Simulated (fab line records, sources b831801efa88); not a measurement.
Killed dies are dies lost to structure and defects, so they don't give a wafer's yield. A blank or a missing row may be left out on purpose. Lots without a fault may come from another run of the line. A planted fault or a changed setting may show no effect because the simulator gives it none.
fab line records | flow sky130
record lots=13 wafers=39 last_day=50
route steps=708 shown LDD_N@252 SD_N@350 LOCAL_INTERCONNECT@387
lots that met no fault: from a run of the same line without faults
start_h: hours from the record's first day to the start of the lot's first wafer shown | wait_h: hours since the lot's step before | " the same as in the row above | L1.1+2: a row that stands for several wafers | - no value, or no start given | * or withheld: withheld | < > ~ a bound
route shown NAME@n: a module of which the file shows steps, and the number in the route of the first | usual: mean/standard deviation of fault-free wafers | same: alike in all rows | chamber/n: place in a boat | sites: the reading at each site | _std_site: their standard deviation | _edge_site: outer sites' mean less inner sites' | radius_mm: how far each site lies from the wafer's centre | mask NAME#n: copy n | behind: the tool/chamber that last shaped the wafer | hold: why the lot was held/for how many hours/how that ended | device: the transistor (n, p or np) that didn't switch | end of line: the same wafers' tests at the end of the route | a step without rows: its recipe alone | killed: dies lost to structure and defects at the first sort, not the wafer's yield | map: a wafer's dies, x killed, . not, _ none there
set.NAME: the setting as run; set.NAME@STEP: as run at that earlier step | model.NAME: the simulator's own value behind a step, which no gauge read
steps of the route over a sample of lots; a table a step, a row a wafer
services: from which hour (start_h, from the record's first day; less than 0 if before it) a tool's chamber was out of use, for how many hours, and why
## steps
# step SKY_LDD_N_IMPLANT_15
# recipe species=BF2 energy_kev=50 dose_cm2=5e+12 tilt_deg=30 rotation_deg=270
# usual dose_ions_cm2=5e+12/5e+09 faraday_current_uA=28.2/0.58 rotation_deg=270.00/0.041
# columns lot.wafer tool chamber start_h wait_h dose_ions_cm2 faraday_current_uA rotation_deg
L538.1 implanter-02 0 405.64 0.1 5.003e+12 28.9 270.03
L538.3 " 0 " " 5.006e+12 27.0 269.99
L538.6 " 0 " " 5.001e+12 28.6 270.09
L540.1 implanter-04 0 434.29 0.1 5.005e+12 28.2 269.98
L540.4 " 0 " " 5.002e+12 27.3 270.04
L540.6 " 0 " " 5e+12 28.0 270.00
L541.4 implanter-03 0 437.57 0.1 4.996e+12 29.2 269.99
L541.5 " 0 " " 4.99e+12 28.5 270.00
L541.6 " 0 " " 5.001e+12 26.8 269.96
L542.1 implanter-04 0 441.74 0.1 5e+12 29.3 270.03
L542.3 " 0 " " 5.001e+12 27.8 270.02
L542.6 " 0 " " 4.997e+12 27.9 270.01
L543.1 implanter-02 0 465.60 0.1 5.003e+12 27.3 270.00
L543.3 " 0 " " 4.997e+12 28.3 269.97
L543.5 " 0 " " 5.006e+12 27.6 270.02
L544.1 implanter-03 0 466.56 0.1 5.001e+12 29.1 270.02
L544.2 " 0 " " 5.013e+12 28.4 270.05
L544.6 " 0 " " 5.002e+12 27.7 270.03
L548.1 implanter-02 0 497.16 0.1 5.005e+12 29.5 270.00
L548.5 " 0 " " 5.01e+12 28.3 270.01
L548.6 " 0 " " 5.001e+12 27.6 270.01
L549.1 implanter-02 0 505.14 0.1 5e+12 28.6 270.01
L549.2 " 0 " " 5e+12 29.3 269.98
L549.3 " 0 " " 4.997e+12 28.1 269.97
L551.1 implanter-02 0 518.51 0.1 5.003e+12 27.6 270.02
L551.3 " 0 " " 5.001e+12 28.1 270.01
L551.4 " 0 " " 4.997e+12 27.5 270.10
L556.2 implanter-02 0 560.37 0.1 3.619e+12 20.4 270.01
L556.3 " 0 " " 3.613e+12 20.6 269.99
L556.4 " 0 " " 3.625e+12 19.8 269.98
L558.1 implanter-02 0 577.49 0.1 3.62e+12 20.8 270.00
L558.4 " 0 " " 3.626e+12 19.9 269.98
L558.5 " 0 " " 3.622e+12 19.5 269.99
L560.2 implanter-04 0 599.27 0.1 4.99e+12 27.6 269.99
L560.4 " 0 " " 5e+12 27.8 269.99
L560.6 " 0 " " 4.996e+12 28.0 270.01
L561.4 implanter-03 0 605.72 0.1 4.999e+12 27.8 270.03
L561.5 " 0 " " 5.001e+12 28.3 269.97
L561.6 " 0 " " 4.997e+12 27.8 269.94
# step SKY_SD_N_OVL_MEAS_08
# usual SD_N_OVL=0.5/1.4
# columns lot.wafer tool chamber start_h wait_h SD_N_OVL[nm]
L538.1 overlay-01 - 652.03 0.1 3.6
L538.3 " - " " 2.7
L538.6 " - " " 2.4
L540.1 overlay-01 - 675.87 0.1 -0.7
L540.4 " - " " 2.0
L540.6 " - " " 1.3
L541.4 overlay-02 - 683.94 0.1 -0.3
L541.5 " - " " 0.3
L541.6 " - " " -1.0
L542.1 overlay-01 - 684.22 0.1 -0.4
L542.3 " - " " -0.5
L542.6 " - " " 0.4
L543.1 overlay-02 - 703.53 0.1 -0.5
L543.3 " - " " -0.8
L543.5 " - " " 0.1
L544.1 overlay-01 - 705.43 0.1 2.3
L544.2 " - " " -0.9
L544.6 " - " " 4.0
L548.1 overlay-01 - 731.93 0.1 2.3
L548.5 " - " " 0.7
L548.6 " - " " 1.8
L549.1 overlay-01 - 741.09 0.1 -0.4
L549.2 " - " " 0.9
L549.3 " - " " -2.1
L551.1 overlay-01 - 753.47 0.1 -0.2
L551.3 " - " " 0.0
L551.4 " - " " 0.9
L556.2 overlay-01 - 790.48 0.1 0.3
L556.3 " - " " 2.2
L556.4 " - " " 2.3
L558.1 overlay-01 - 808.07 0.1 -1.5
L558.4 " - " " -1.0
L558.5 " - " " 1.1
L560.2 overlay-02 - 822.74 0.1 1.8
L560.4 " - " " 1.5
L560.6 " - " " 1.8
L561.4 overlay-02 - 830.61 0.1 -1.0
L561.5 " - " " -2.7
L561.6 " - " " -1.8
# step SKY_LOCAL_INTERCONNECT_SPUTTER_00
# recipe material=TiN target_thk_nm=100 temp_c=300 power_w=6500 time_s=83.3 chamber_pressure_pa=0.4
# usual throttle_valve_pct=30.6/1.1
# columns lot.wafer tool chamber start_h wait_h throttle_valve_pct
L538.1 pvd_sputter-01 - 683.92 0.1 32.6
L538.3 " - " " 30.4
L538.6 " - " " 29.9
L540.1 pvd_sputter-01 - 707.44 0.2 30.5
L540.4 " - " " 30.3
L540.6 " - " " 31.5
L541.4 pvd_sputter-01 - 714.64 0.1 30.3
L541.5 " - " " 30.2
L541.6 " - " " 31.7
L542.1 pvd_sputter-02 - 715.53 0.1 30.7
L542.3 " - " " 30.9
L542.6 " - " " 30.1
L543.1 pvd_sputter-02 - 734.06 0.2 32.2
L543.3 " - " " 30.6
L543.5 " - " " 32.0
L544.1 pvd_sputter-02 - 735.90 0.2 32.1
L544.2 " - " " 30.4
L544.6 " - " " 32.1
L548.1 pvd_sputter-01 - 762.30 0.2 30.2
L548.5 " - " " 30.2
L548.6 " - " " 30.1
L549.1 pvd_sputter-01 - 770.95 0.1 30.1
L549.2 " - " " 30.1
L549.3 " - " " 31.7
L551.1 pvd_sputter-03 - 783.85 0.2 30.0
L551.3 " - " " 29.1
L551.4 " - " " 31.3
L556.2 pvd_sputter-01 - 819.34 0.1 30.0
L556.3 " - " " 30.2
L556.4 " - " " 32.6
L558.1 pvd_sputter-01 - 837.91 0.2 31.6
L558.4 " - " " 31.8
L558.5 " - " " 30.0
L560.2 pvd_sputter-03 - 851.03 0.2 29.2
L560.4 " - " " 29.5
L560.6 " - " " 29.1
L561.4 pvd_sputter-01 - 858.43 0.2 32.7
L561.5 " - " " 30.1
L561.6 " - " " 31.6
# step SKY_LOCAL_INTERCONNECT_STRIP_15
# recipe chemistry=O2/N2 power_w=1400 pressure_mtorr=1500 platen_temp_c=withheld o2_flow_sccm=3000 n2_flow_sccm=300 overash_fraction=0.5
# usual drypump_motor_current_A=6.1/0.41 oes_product_au=0.426/0.0044 strip_time_to_endpoint_s=4.693/0.024
# columns lot.wafer tool chamber start_h wait_h drypump_motor_current_A oes_product_au rf_hours_counter_h strip_time_to_endpoint_s
L538.1 plasma_asher-01 0 712.00 0.1 6.7 0.422 29 4.715
L538.3 " 0 " " 6.7 0.417 - 4.693
L538.6 " 0 " " 6.7 0.425 - 4.713
L540.1 plasma_asher-01 0 734.44 0.0 6.7 0.433 31 4.708
L540.4 " 0 " " 6.7 0.425 - 4.707
L540.6 " 0 " " 6.7 0.426 - 4.713
L541.4 plasma_asher-02 1 742.77 0.1 5.4 0.425 - 4.744
L541.5 " 1 " " 5.4 0.424 - 4.719
L541.6 " 0 " " 6.0 0.429 - 4.741
L542.1 plasma_asher-04 1 743.39 0.0 5.8 0.423 93 4.713
L542.3 " 1 " " 5.8 0.419 - 4.712
L542.6 " 1 " " 5.8 0.428 - 4.731
L543.1 plasma_asher-02 0 761.43 0.0 6.0 0.427 56 4.709
L543.3 " 0 " " 6.0 0.421 - 4.684
L543.5 " 1 " " 5.4 0.426 - 4.661
L544.1 plasma_asher-02 1 763.33 0.0 5.4 0.420 56 4.707
L544.2 " 0 " " 6.0 0.421 56 4.712
L544.6 " 0 " " 6.0 0.425 - 4.709
L548.1 plasma_asher-01 0 789.38 0.0 6.7 0.430 37 4.700
L548.5 " 1 " " 6.4 0.429 - 4.700
L548.6 " 0 " " 6.7 0.437 - 4.710
L549.1 plasma_asher-01 1 798.77 0.1 6.4 0.420 38 4.706
L549.2 " 0 " " 6.7 0.430 38 4.695
L549.3 " 0 " " 6.7 0.425 - 4.691
L551.1 plasma_asher-01 1 811.27 0.1 6.4 0.425 39 4.682
L551.3 " 1 " " 6.4 0.427 - 4.715
L551.4 " 0 " " 6.7 0.429 - 4.691
L556.2 plasma_asher-04 0 846.43 0.0 6.4 0.427 103 4.673
L556.3 " 1 " " 5.8 0.427 - 4.685
L556.4 " 0 " " 6.3 0.425 - 4.693
L558.1 plasma_asher-04 1 863.78 0.0 5.8 0.418 105 4.632
L558.4 " 1 " " 5.8 0.421 - 4.678
L558.5 " 0 " " 6.3 0.426 - 4.679
L560.2 plasma_asher-04 1 876.53 0.0 5.8 0.419 107 4.656
L560.4 " 1 " " 5.8 0.420 - 4.647
L560.6 " 0 " " 6.4 0.426 - 4.677
L561.4 plasma_asher-01 0 884.47 0.1 6.7 0.423 - 4.686
L561.5 " 1 " " 6.4 0.419 - 4.699
L561.6 " 0 " " 6.7 0.419 - 4.653
## services
# columns tool chamber start_h hours kind
implanter-04 - 407.37 2.8 repair
plasma_asher-01 - 421.33 9.0 pm
implanter-02 - 427.24 3.2 pm
implanter-04 - 427.66 2.7 repair
pvd_sputter-01 - 436.71 5.3 repair
plasma_asher-02 - 460.86 2.0 repair
plasma_asher-01 - 475.39 5.9 repair
plasma_asher-02 - 485.50 0.8 repair
implanter-04 - 507.27 3.5 repair
implanter-02 - 522.49 0.6 repair
implanter-02 - 528.30 3.2 repair
plasma_asher-02 - 529.83 2.2 repair
plasma_asher-04 - 553.02 4.3 pm
implanter-02 - 566.53 3.8 repair
pvd_sputter-01 - 598.78 3.4 repair
implanter-02 - 670.87 2.3 repair
plasma_asher-04 - 694.38 4.5 repair
implanter-02 - 702.75 1.7 repair
implanter-02 - 741.10 1.3 repair
implanter-02 - 750.97 7.1 pm
implanter-02 - 768.66 1.6 repair
plasma_asher-01 - 808.07 0.4 repair
pvd_sputter-01 - 820.13 2.4 repair
plasma_asher-01 - 836.00 26.8 repair
## key
first_sign step=SKY_LDD_N_IMPLANT_15 reading=dose_ions_cm2 direction=down sigmas=99+ usual=* struck=*
effect step=SKY_LDD_N_IMPLANT_15 reading=faraday_current_uA direction=down sigmas=14 usual=28.2 struck=20.2
met_at SKY_LDD_N_IMPLANT_15
struck_lots L556,L558
tester_left_out L556,L558
not_acting_at SKY_SD_N_OVL_MEAS_08,SKY_LOCAL_INTERCONNECT_SPUTTER_00,SKY_LOCAL_INTERCONNECT_STRIP_15
onset_between 518.51 560.37
fault kind=process_parameter_drift tool=implanter-02 chamber=- onset_h=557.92 steps=SKY_LDD_N_IMPLANT_15 channel=dose_cm2 offset=* shape=step end_h=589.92 acts_in=* stated=*
# tester_left_out: of these lots the tester's yield and bins aren't shown, on N5 and GAA mostly nor the transistor test; their killed dies are dies lost to structure and defects alone, not to doping, threshold or leakage, so they don't give the yield
